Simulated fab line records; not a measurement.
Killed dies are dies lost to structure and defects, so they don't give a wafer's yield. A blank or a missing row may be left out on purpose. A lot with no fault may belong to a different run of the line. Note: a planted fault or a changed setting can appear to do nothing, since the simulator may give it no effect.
Which of the tools did it? || flow gf180mcu || 42 wafers from 14 lots sampled at 5 of the route's 602 steps

WHAT EACH GAUGE READ, for each wafer
GF_NWELL_TW_MEAS_11. Usual: NWELL_TW gives 1574 (standard deviation 9.3).
{"lot": "L453", "measured": "day 3 13:10", "on": "film-metro-03", "NWELL_TW": "1578 1572 1567", "flag": ""}
{"lot": "L454", "measured": "day 3 16:33", "on": "film-metro-02", "NWELL_TW": "1570 1584 1573", "flag": ""}
{"lot": "L455", "measured": "day 3 23:44", "on": "film-metro-04", "NWELL_TW": "1589 1586 1589", "flag": ""}
{"lot": "L457", "measured": "day 4 13:29", "on": "film-metro-04", "NWELL_TW": "1580 1579 1575", "flag": ""}
{"lot": "L456", "measured": "day 4 13:50", "on": "film-metro-04", "NWELL_TW": "1577 1582 1577", "flag": ""}
{"lot": "L460", "measured": "day 5 10:45", "on": "film-metro-04", "NWELL_TW": "1587 1592 1585", "flag": ""}
{"lot": "L461", "measured": "day 5 16:51", "on": "film-metro-02", "NWELL_TW": "1569 1571 1574", "flag": ""}
{"lot": "L463", "measured": "day 5 23:03", "on": "film-metro-02", "NWELL_TW": "1563 1567 1567", "flag": ""}
{"lot": "L470", "measured": "day 7 10:29", "on": "film-metro-03", "NWELL_TW": "2014 2024 2014 2027 2025 2017", "flag": "OFF"}
{"lot": "L471", "measured": "day 7 16:56", "on": "film-metro-03", "NWELL_TW": "2017 2007 2009 2006 2019 2017", "flag": "OFF"}
{"lot": "L472", "measured": "day 7 21:17", "on": "film-metro-02", "NWELL_TW": "1596 1584 1582", "flag": ""}
{"lot": "L473", "measured": "day 8 01:34", "on": "film-metro-03", "NWELL_TW": "1572 1570 1574", "flag": ""}
{"lot": "L474", "measured": "day 8 08:12", "on": "film-metro-03", "NWELL_TW": "1564 1573 1568", "flag": ""}
{"lot": "L475", "measured": "day 8 15:59", "on": "film-metro-02", "NWELL_TW": "1578 1582 1580", "flag": ""}

GF_LVPWELL_OVL_MEAS_07. Usual: LVPWELL_OVL gives 1.2 nm (standard deviation 1.4).
{"lot": "L453", "measured": "day 4 01:38", "on": "overlay-02", "LVPWELL_OVL (nm)": "0.4 -0.4 -0.8", "flag": ""}
{"lot": "L454", "measured": "day 4 04:37", "on": "overlay-01", "LVPWELL_OVL (nm)": "1.6 0.3 2.2", "flag": ""}
{"lot": "L455", "measured": "day 4 12:07", "on": "overlay-01", "LVPWELL_OVL (nm)": "2.4 1.9 1.9", "flag": ""}
{"lot": "L457", "measured": "day 5 03:28", "on": "overlay-01", "LVPWELL_OVL (nm)": "1.4 2.9 0.8", "flag": ""}
{"lot": "L456", "measured": "day 5 03:31", "on": "overlay-02", "LVPWELL_OVL (nm)": "1.6 1.7 0.4", "flag": ""}
{"lot": "L460", "measured": "day 6 01:22", "on": "overlay-01", "LVPWELL_OVL (nm)": "0.3 -0.3 1.3", "flag": ""}
{"lot": "L461", "measured": "day 6 07:40", "on": "overlay-02", "LVPWELL_OVL (nm)": "1.5 2.1 2.0", "flag": ""}
{"lot": "L463", "measured": "day 6 13:46", "on": "overlay-02", "LVPWELL_OVL (nm)": "-0.5 0.3 -1.6", "flag": ""}
{"lot": "L472", "measured": "day 8 12:55", "on": "overlay-02", "LVPWELL_OVL (nm)": "1.9 -0.5 1.2", "flag": ""}
{"lot": "L473", "measured": "day 8 17:16", "on": "overlay-01", "LVPWELL_OVL (nm)": "2.5 -0.3 0.5", "flag": ""}
{"lot": "L474", "measured": "day 9 00:58", "on": "overlay-01", "LVPWELL_OVL (nm)": "2.2 2.4 3.0", "flag": ""}
{"lot": "L475", "measured": "day 9 09:01", "on": "overlay-01", "LVPWELL_OVL (nm)": "0.8 1.7 0.8", "flag": ""}

GF_MVSD_TW_MEAS_11. Usual: MVSD_TW gives 1583 (standard deviation 9.7).
{"lot": "L453", "measured": "day 4 16:00", "on": "film-metro-02", "MVSD_TW": "1590 1580 1578", "flag": ""}
{"lot": "L454", "measured": "day 4 18:26", "on": "film-metro-04", "MVSD_TW": "1579 1586 1584", "flag": ""}
{"lot": "L455", "measured": "day 5 03:14", "on": "film-metro-03", "MVSD_TW": "1566 1577 1574", "flag": ""}
{"lot": "L457", "measured": "day 5 18:38", "on": "film-metro-04", "MVSD_TW": "1590 1594 1593", "flag": ""}
{"lot": "L456", "measured": "day 5 19:05", "on": "film-metro-04", "MVSD_TW": "1596 1592 1594", "flag": ""}
{"lot": "L460", "measured": "day 6 17:32", "on": "film-metro-04", "MVSD_TW": "1600 1597 1608", "flag": ""}
{"lot": "L461", "measured": "day 6 23:59", "on": "film-metro-04", "MVSD_TW": "1596 1607 1589", "flag": ""}
{"lot": "L463", "measured": "day 7 05:33", "on": "film-metro-02", "MVSD_TW": "1583 1590 1583", "flag": ""}
{"lot": "L472", "measured": "day 9 06:38", "on": "film-metro-02", "MVSD_TW": "1594 1591 1599", "flag": ""}
{"lot": "L473", "measured": "day 9 11:52", "on": "film-metro-02", "MVSD_TW": "1595 1590 1588", "flag": ""}
{"lot": "L474", "measured": "day 9 18:38", "on": "film-metro-03", "MVSD_TW": "1586 1572 1575", "flag": ""}
{"lot": "L475", "measured": "day 10 03:23", "on": "film-metro-02", "MVSD_TW": "1577 1576 1578", "flag": ""}

GF_HV_LDD_THK_MEAS_55. Usual: HV_LDD_CVD_54_THK gives 9.97 nm (standard deviation 0.11).
{"lot": "L453", "measured": "day 12 19:54", "on": "film-metro-03", "HV_LDD_CVD_54_THK (nm)": "9.94 9.89 9.90", "flag": ""}
{"lot": "L454", "measured": "day 12 22:25", "on": "film-metro-03", "HV_LDD_CVD_54_THK (nm)": "9.88 9.95 9.89", "flag": ""}
{"lot": "L455", "measured": "day 13 14:41", "on": "film-metro-04", "HV_LDD_CVD_54_THK (nm)": "9.91 9.89 10.08", "flag": ""}
{"lot": "L457", "measured": "day 14 10:40", "on": "film-metro-04", "HV_LDD_CVD_54_THK (nm)": "10.13 9.91 10.15", "flag": ""}
{"lot": "L456", "measured": "day 14 13:44", "on": "film-metro-02", "HV_LDD_CVD_54_THK (nm)": "10.04 10.00 9.94", "flag": ""}
{"lot": "L460", "measured": "day 15 23:05", "on": "film-metro-03", "HV_LDD_CVD_54_THK (nm)": "10.20 10.09 10.14", "flag": ""}
{"lot": "L461", "measured": "day 16 06:08", "on": "film-metro-04", "HV_LDD_CVD_54_THK (nm)": "9.81 9.98 9.91", "flag": ""}
{"lot": "L463", "measured": "day 16 12:35", "on": "film-metro-03", "HV_LDD_CVD_54_THK (nm)": "9.88 9.81 9.79", "flag": ""}
{"lot": "L472", "measured": "day 19 00:10", "on": "film-metro-02", "HV_LDD_CVD_54_THK (nm)": "10.10 9.97 9.95", "flag": ""}
{"lot": "L473", "measured": "day 19 14:57", "on": "film-metro-02", "HV_LDD_CVD_54_THK (nm)": "9.97 9.97 10.09", "flag": ""}
{"lot": "L474", "measured": "day 19 20:11", "on": "film-metro-04", "HV_LDD_CVD_54_THK (nm)": "10.14 10.13 10.06", "flag": ""}
{"lot": "L475", "measured": "day 20 17:34", "on": "film-metro-03", "HV_LDD_CVD_54_THK (nm)": "9.94 10.01 9.98", "flag": ""}

WHAT TOOL EACH LOT RAN ON (gives the tool, then ch and the chambers of the sampled wafers, and finally the start)
{"lot": "L453", "GF_NWELL_IMPLANT_09": "implanter-01 ch 0, day 3 12:56"}
{"lot": "L454", "GF_NWELL_IMPLANT_09": "implanter-04 ch 0, day 3 16:18"}
{"lot": "L455", "GF_NWELL_IMPLANT_09": "implanter-03 ch 0, day 3 23:29"}
{"lot": "L457", "GF_NWELL_IMPLANT_09": "implanter-04 ch 0, day 4 13:14"}
{"lot": "L456", "GF_NWELL_IMPLANT_09": "implanter-03 ch 0, day 4 13:35"}
{"lot": "L460", "GF_NWELL_IMPLANT_09": "implanter-04 ch 0, day 5 10:31"}
{"lot": "L461", "GF_NWELL_IMPLANT_09": "implanter-04 ch 0, day 5 16:36"}
{"lot": "L463", "GF_NWELL_IMPLANT_09": "implanter-03 ch 0, day 5 22:49"}
{"lot": "L470", "GF_NWELL_IMPLANT_09": "implanter-03 ch 0, day 7 10:14"}
{"lot": "L471", "GF_NWELL_IMPLANT_09": "implanter-03 ch 0, day 7 16:41"}
{"lot": "L472", "GF_NWELL_IMPLANT_09": "implanter-01 ch 0, day 7 21:02"}
{"lot": "L473", "GF_NWELL_IMPLANT_09": "implanter-01 ch 0, day 8 01:20"}
{"lot": "L474", "GF_NWELL_IMPLANT_09": "implanter-04 ch 0, day 8 07:57"}
{"lot": "L475", "GF_NWELL_IMPLANT_09": "implanter-04 ch 0, day 8 15:44"}
- GF_NWELL_IMPLANT_09

AS READ BY THE TOOLS THEMSELVES (means over the sampled wafers that have a number; for cases with no such wafer, the mark the record gives instead)
GF_NWELL_IMPLANT_09. Usual: beam-energy-keV 159.99, standard deviation 0.048; dose-ions-cm2 4e+12, standard deviation 4.9e+09; faraday-current-uA 22.5, standard deviation 0.45; tilt-deg 0.005 degrees, standard deviation 0.018.
{"lot": "L453", "tool": "implanter-01", "beam-energy-keV": 159.99, "dose-ions-cm2": 4e+12, "faraday-current-uA": 22.1, "tilt-deg (degrees)": 0.035, "flag": ""}
{"lot": "L454", "tool": "implanter-04", "beam-energy-keV": 160.03, "dose-ions-cm2": 4e+12, "faraday-current-uA": 22.6, "tilt-deg (degrees)": 0.000, "flag": ""}
{"lot": "L455", "tool": "implanter-03", "beam-energy-keV": 160.01, "dose-ions-cm2": 4e+12, "faraday-current-uA": 22.5, "tilt-deg (degrees)": 0.001, "flag": ""}
{"lot": "L457", "tool": "implanter-04", "beam-energy-keV": 160.02, "dose-ions-cm2": 4e+12, "faraday-current-uA": 23.0, "tilt-deg (degrees)": 0.010, "flag": ""}
{"lot": "L456", "tool": "implanter-03", "beam-energy-keV": 160.04, "dose-ions-cm2": 4e+12, "faraday-current-uA": 22.3, "tilt-deg (degrees)": -0.001, "flag": ""}
{"lot": "L460", "tool": "implanter-04", "beam-energy-keV": 159.96, "dose-ions-cm2": 4e+12, "faraday-current-uA": 22.8, "tilt-deg (degrees)": 0.018, "flag": ""}
{"lot": "L461", "tool": "implanter-04", "beam-energy-keV": 159.93, "dose-ions-cm2": 4e+12, "faraday-current-uA": 22.8, "tilt-deg (degrees)": 0.000, "flag": ""}
{"lot": "L463", "tool": "implanter-03", "beam-energy-keV": 159.99, "dose-ions-cm2": 4e+12, "faraday-current-uA": 22.9, "tilt-deg (degrees)": -0.009, "flag": ""}
{"lot": "L470", "tool": "implanter-03", "beam-energy-keV": 159.97, "dose-ions-cm2": 4e+13, "faraday-current-uA": 206.7, "tilt-deg (degrees)": 0.004, "flag": "OFF"}
{"lot": "L471", "tool": "implanter-03", "beam-energy-keV": 159.95, "dose-ions-cm2": 4e+13, "faraday-current-uA": 208.2, "tilt-deg (degrees)": 0.005, "flag": "OFF"}
{"lot": "L472", "tool": "implanter-01", "beam-energy-keV": 160.05, "dose-ions-cm2": 4e+12, "faraday-current-uA": 22.4, "tilt-deg (degrees)": 0.008, "flag": ""}
{"lot": "L473", "tool": "implanter-01", "beam-energy-keV": 160.02, "dose-ions-cm2": 4e+12, "faraday-current-uA": 22.5, "tilt-deg (degrees)": 0.015, "flag": ""}
{"lot": "L474", "tool": "implanter-04", "beam-energy-keV": 160.04, "dose-ions-cm2": 4e+12, "faraday-current-uA": 22.4, "tilt-deg (degrees)": 0.045, "flag": ""}
{"lot": "L475", "tool": "implanter-04", "beam-energy-keV": 159.99, "dose-ions-cm2": 4e+12, "faraday-current-uA": 22.7, "tilt-deg (degrees)": -0.008, "flag": ""}

THE ANSWER, worked out from the rows above alone
Rule: take the mean of a lot's wafers that have a number; if it is more than 3 standard deviations from the usual mean, the lot is off. A lot without any number at a reading at which 4 lots or more have one is off too. All remaining lots with rows at the step are treated as sound. The gauges are gone through in route order, then the tools' own readings, and for those a lot's mean is taken as printed above. At the first step where some lot is off, the reading lying furthest off is the one used; lots without a number count as furthest.
Off: at GF_NWELL_TW_MEAS_11 (NWELL_TW), L470, L471.
If a tool, at a process step before that reading, ran all the lots that are off and no sound lot after the first of them, it fits. Not tried: the gauges at GF_NWELL_TW_MEAS_11; whatever is off there is also off at GF_NWELL_IMPLANT_09, on other tools, and gauge error can't account for it. One fits: GF_NWELL_IMPLANT_09 on implanter-03. A fault onset in the window from L463 (day 5 22:49, its last sound lot) to L470 (day 7 10:14, its first lot off) fits.
The tool's own readings at GF_NWELL_IMPLANT_09 bear it out: on the lots that are off they differ by more than 5 times the standard deviation of the sound lots' means. dose-ions-cm2 reads 4e+13 there against 4e+12 on the sound lots; faraday-current-uA reads 207.4 there against 22.6 on the sound lots.

WHAT HAD BEEN PUT IN BY THE SIMULATOR
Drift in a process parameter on implanter-03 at GF_NWELL_IMPLANT_09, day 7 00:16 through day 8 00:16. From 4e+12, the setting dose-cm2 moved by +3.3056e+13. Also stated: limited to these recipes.
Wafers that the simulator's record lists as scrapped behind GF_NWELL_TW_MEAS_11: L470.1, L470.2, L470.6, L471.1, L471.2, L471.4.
Lots struck among those shown: L470, L471. The same result came from the rule above.
